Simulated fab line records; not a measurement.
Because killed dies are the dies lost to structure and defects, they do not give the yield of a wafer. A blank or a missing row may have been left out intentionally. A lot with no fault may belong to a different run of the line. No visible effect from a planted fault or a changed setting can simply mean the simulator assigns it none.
Which tool did it? | flow gf180mcu | 18 wafers from 6 lots sampled at 2 of the route's 602 steps

== WHAT THE GAUGES SHOWED, per wafer ==
GF_HV_LDD_OVL_MEAS_08.
lot  | measured     | on         | HV_LDD_OVL (nm)
L258 | day 10 15:10 | overlay-02 | -0.2 0.0 1.7
L261 | day 11 14:58 | overlay-01 | -1.7 -1.0 0.5
L266 | day 12 23:04 | overlay-01 | 212.1 211.7 211.0
L268 | day 13 15:55 | overlay-01 | 1.5 0.6 0.5
L275 | day 16 05:49 | overlay-02 | 0.4 1.0 3.1
L277 | day 16 20:51 | overlay-01 | -1.7 -1.1 -1.3

== WHAT TOOL EACH LOT RAN ON (gives the tool, then ch and the chambers of the sampled wafers, and finally the start) ==
lot  | GF_HV_LDD_EXPOSE_04
L258 | ilineStepper-02 ch 0, day 10 06:11
L261 | ilineStepper-02 ch 0, day 11 05:41
L266 | ilineStepper-02 ch 0, day 12 13:30
L268 | ilineStepper-01 ch 0, day 13 05:38
L275 | ilineStepper-01 ch 0, day 15 19:17
L277 | ilineStepper-01 ch 0, day 16 09:58
- GF_HV_LDD_EXPOSE_04: exposes mask Nplus LV AREA, target cd 400 nm.

== THE ANSWER, worked out from the rows above alone ==
Rule: the lots themselves supply what counts as usual. The widest of any qualifying gaps counts: lots, ordered by their means at a reading, are off when they make up no more than a third of the lots, leave a main group of 4 or more, and stand apart from it by 3 or more times the standard deviation of that group's means. A main group whose means are all the same, to the digits that the tables above print for the reading, isn't used. A lot without any number at a reading at which 4 lots or more have one is off too. The other lots that the step has rows for count as sound.
Off: L266, at GF_HV_LDD_OVL_MEAS_08 (HV_LDD_OVL). For the main group the mean is 0.2 nm and the standard deviation 1.1.
A tool fits if, at a process step before that reading, it ran every lot that is off, and no sound lot after the first of them. Those tools and the gauges at GF_HV_LDD_OVL_MEAS_08 are tried in the same way. One fits: GF_HV_LDD_EXPOSE_04 on ilineStepper-02. Its last sound lot is L261 (day 11 05:41), its first lot that is off L266 (day 12 13:30): a fault that began between those two fits.

== WHAT WAS PUT IN BY THE SIMULATOR ==
Scanner matching overlay: ilineStepper-02, from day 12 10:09 on, at GF_HV_LDD_EXPOSE_04. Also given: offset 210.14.
Struck lots among those shown: L266. The same result came from the rule above.
